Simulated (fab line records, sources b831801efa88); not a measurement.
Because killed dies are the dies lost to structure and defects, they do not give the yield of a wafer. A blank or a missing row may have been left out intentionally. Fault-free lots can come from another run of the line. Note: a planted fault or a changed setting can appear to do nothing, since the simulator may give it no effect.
Struck lot and sound lot, side by side | flow gf180mcu | 39 steps out of a route of 602
Sound: the wafers L562.1, L562.3, L562.5. Struck: wafer L569.4. (L569.2, L569.5 of the same lot were not struck and are left out.) The cause comes at the end.
Each step with rows lists, per side, the tool, then ch with its chambers, then its first start. Under that, the readings that differ: sound wafers | struck wafers | difference of the means | sigmas: that difference in standard deviations of wafers without a fault.
alike: readings with means less than 2 such deviations apart, plus words and numbers identical on both sides. not compared: withheld readings, readings lacking a value on some wafer, bounds such as >300 that could conceal the same value, and numbers that have no deviation in the record and whose values overlap.
Wherever a step has rows on one side only, a row that says differs or no value, or a row with sigmas, the two part there. Numbers that have no deviation but don't overlap get no sigmas and don't part them. A reading missing from all wafers of one side parts the sides only when that side holds two or more wafers.

first, 4 steps without rows for these wafers: GF_M2_SOFTBAKE_10 (time 60 s); GF_M2_EXPOSE_11 (exposes mask Metal2, target cd 280 nm); GF_M2_PEB_12 (peb time 90 s); GF_M2_DEVELOP_13 (develop time 60 s).
GF_M2_CD_MEAS_14: the cd target is 280 nm.
  struck on cd-sem-02, day 25 07:02; sound on cd-sem-02, day 23 12:07
  alike: cd-nm
GF_M2_OVL_MEAS_15:
  struck on overlay-01, day 25 07:08; sound on overlay-02, day 23 12:14
  alike: M2_OVL
GF_M2_METAL_ETCH_16: etches the open film in Cl2/BCl3, stops on SiO2, target depth 627.5 nm, time 104.6 s.
  sound on rie-metal-02 ch 0,1, day 23 12:16; struck on rie-metal-02 ch 0, day 25 07:10
  alike: bcl3-flow-sccm, drypump-motor-current-A, he-backside-leak-sccm, oes-product-au, throttle-valve-pct
  not compared: rf-hours-counter-h
then, 4 steps without rows for these wafers: GF_M2_STRIP_17 (strips in O2/N2); GF_M2_STRIP_18 (strips in post etch residue remover, time 1200 s); GF_M2_CLEAN_19 (cleans in DIW); GF_V2_CVD_00 (deposits SiO2, target thk 600 nm, time 100 s).
GF_V2_THK_MEAS_01:
  struck on film-metro-04, day 25 07:54; sound on film-metro-01, day 23 12:59
  reading            | sound       | struck | difference | sigmas
  V2_CVD_00_THK (nm) | 594 593 595 | 609    | +15        | +2
GF_V2_CVD_02: deposits SiO2 from TEOS, target thk 850 nm, time 94.851 s.
  sound on pecvd-01 ch 0,2, day 23 13:03; struck on pecvd-03 ch 0, day 25 07:57
  reading                             | sound             | struck | difference | sigmas
  heater-power-w (W)                  | 575 744 777       | 478    | -221       | -2
  model.SiO2_of_V2_CVD_02.thk-nm (nm) | 841.7 835.2 843.5 | 352.5  | -487.6     |
  not compared: since-wet-clean-h
GF_V2_THK_MEAS_03:
  struck on film-metro-04, day 25 08:02; sound on film-metro-03, day 23 13:07
  reading            | sound       | struck | difference | sigmas
  V2_CVD_02_THK (nm) | 842 835 844 | 352    | -488       | -44
GF_V2_CMP_04: polishes SiO2.
  sound on cmp-02 ch 0,2,3, day 23 13:11; struck on cmp-02 ch 0, day 25 08:05
  reading                | sound    | struck | difference | sigmas
  time-to-endpoint-s (s) | 79 75 77 | 19     | -58        | -12
  alike: motor-current-A
GF_V2_BOW_MEAS_05:
  struck on film-metro-01, day 25 08:24; sound on film-metro-03, day 23 13:29
  alike: V2_BOW
then, 8 steps without rows for these wafers: GF_V2_DEHYDRATE_06 (time 60 s); GF_V2_HMDS_07 (prime time 60 s); GF_V2_COAT_08; GF_V2_COAT_09 (resist thk 1000 nm); GF_V2_SOFTBAKE_10 (time 60 s); GF_V2_EXPOSE_11 (exposes mask Via2, target cd 260 nm); GF_V2_PEB_12 (peb time 90 s); GF_V2_DEVELOP_13 (develop time 60 s).
GF_V2_CD_MEAS_14: the cd target is 260 nm.
  struck on cd-sem-01, day 26 05:49; sound on cd-sem-02, day 24 12:14
  reading    | sound             | struck | difference | sigmas
  cd-nm (nm) | 259.3 259.4 259.2 | 262.9  | +3.6       | +3
GF_V2_OVL_MEAS_15:
  struck on overlay-01, day 26 05:56; sound on overlay-02, day 24 12:22
  alike: V2_OVL
then, 1 step without rows for these wafers: GF_V2_ETCH_16 (etches BARC in N2/H2).
GF_V2_ETCH_17: etches SiO2 in C4F8/O2/Ar, stops on TiN, target depth 630 nm.
  sound: rie-diel-04 ch 1,3; struck: rie-diel-04 ch 2
  reading                        | sound             | struck | difference | sigmas
  oes-product-au (a.u.)          | 0.861 0.852 0.855 | 0.643  | -0.213     | -43
  model.V2.feature-depth-nm (nm) | 633.6 634.5 633.3 | 352.5  | -281.3     |
  model.etch.depth-nm (nm)       | 633.6 634.5 633.3 | 352.5  | -281.3     |
then, 3 steps without rows for these wafers: GF_V2_STRIP_18 (strips in O2/N2); GF_V2_STRIP_19 (strips in post etch residue remover, time 1200 s); GF_V2_CLEAN_20 (cleans in DIW).
GF_V2_SPUTTER_21: material Ti, target thk 15 nm, time 80.02 s.
  struck on pvd-sputter-04, day 26 06:43; sound on pvd-sputter-02, day 24 13:05
  alike: chamber-pressure-pa, throttle-valve-pct
GF_V2_SPUTTER_22: material TiN, target thk 10 nm, time 40 s.
  struck on pvd-sputter-04, day 26 06:46; sound on pvd-sputter-02, day 24 13:10
  reading                | sound          | struck | difference | sigmas
  throttle-valve-pct (%) | 29.3 30.1 30.5 | 28.4   | -1.6       | -2
  alike: chamber-pressure-pa
GF_V2_CVD_23: deposits W, target thk 350 nm, time 104.94 s.
  sound on cvd-w-01 ch 0,1, day 24 13:11; struck on cvd-w-02 ch 1, day 26 06:49
  alike: chamber-pressure-Torr, heater-power-w
  not compared: since-wet-clean-h
GF_V2_RS_MEAS_24: uses a four-point probe to measure.
  struck on film-metro-03, day 26 06:56; sound on film-metro-01, day 24 13:19
  reading          | sound             | struck | difference | sigmas
  V2_W_RS (ohm/sq) | 0.331 0.328 0.335 | 0.323  | -0.008     | -3
GF_V2_THK_MEAS_25: measures by xrf.
  struck on film-metro-03, day 26 07:03; sound on film-metro-01, day 24 13:26
  alike: V2_W_THK
GF_V2_CMP_26: polishes, stops on SiO2, t overpolish 15 s, target thk 0 nm.
  sound on cmp-01 ch 0,2,3, day 24 13:32; struck on cmp-01 ch 1, day 26 07:06
  reading                             | sound             | struck | difference | sigmas
  model.SiO2_of_V2_CVD_02.thk-nm (nm) | 629.8 630.8 629.6 | 348.7  | -281.4     |
  alike: motor-current-A, overpolish-run-s, time-to-endpoint-s
GF_M3_SPUTTER_00: material Ti, target thk 37.5 nm, time 150 s.
  struck on pvd-sputter-02, day 26 07:24; sound on pvd-sputter-03, day 24 13:47
  alike: chamber-pressure-pa, throttle-valve-pct
-- the record jumps here: 7 days lie between the struck wafers' starts before and after (it left off in module M3 and takes up again in module PASSIVATION, whose first step shown is number 602 of the route) --
GF_PASSIVATION_PROBE_99:
  struck on prober-02, day 33 17:01; sound on prober-01, day 32 06:43
  reading                               | sound                | struck | difference | sigmas
  model.etest.met3-comb.leak-log10-a-um | -12.02 -12.11 -12.06 | -6.957 | +5.106     |
  model.etest.via2-chain.rc-ohm         | 6.602 6.466 6.19     | 5.449  | -0.970     |

== WHERE THEY PART ==
Last at GF_V2_RS_MEAS_24 as far as this record goes, first at GF_V2_THK_MEAS_01. Later steps at which nothing parts them and some readings are alike: GF_V2_THK_MEAS_25, GF_V2_CMP_26, GF_M3_SPUTTER_00.

WHY: what the simulator had put in
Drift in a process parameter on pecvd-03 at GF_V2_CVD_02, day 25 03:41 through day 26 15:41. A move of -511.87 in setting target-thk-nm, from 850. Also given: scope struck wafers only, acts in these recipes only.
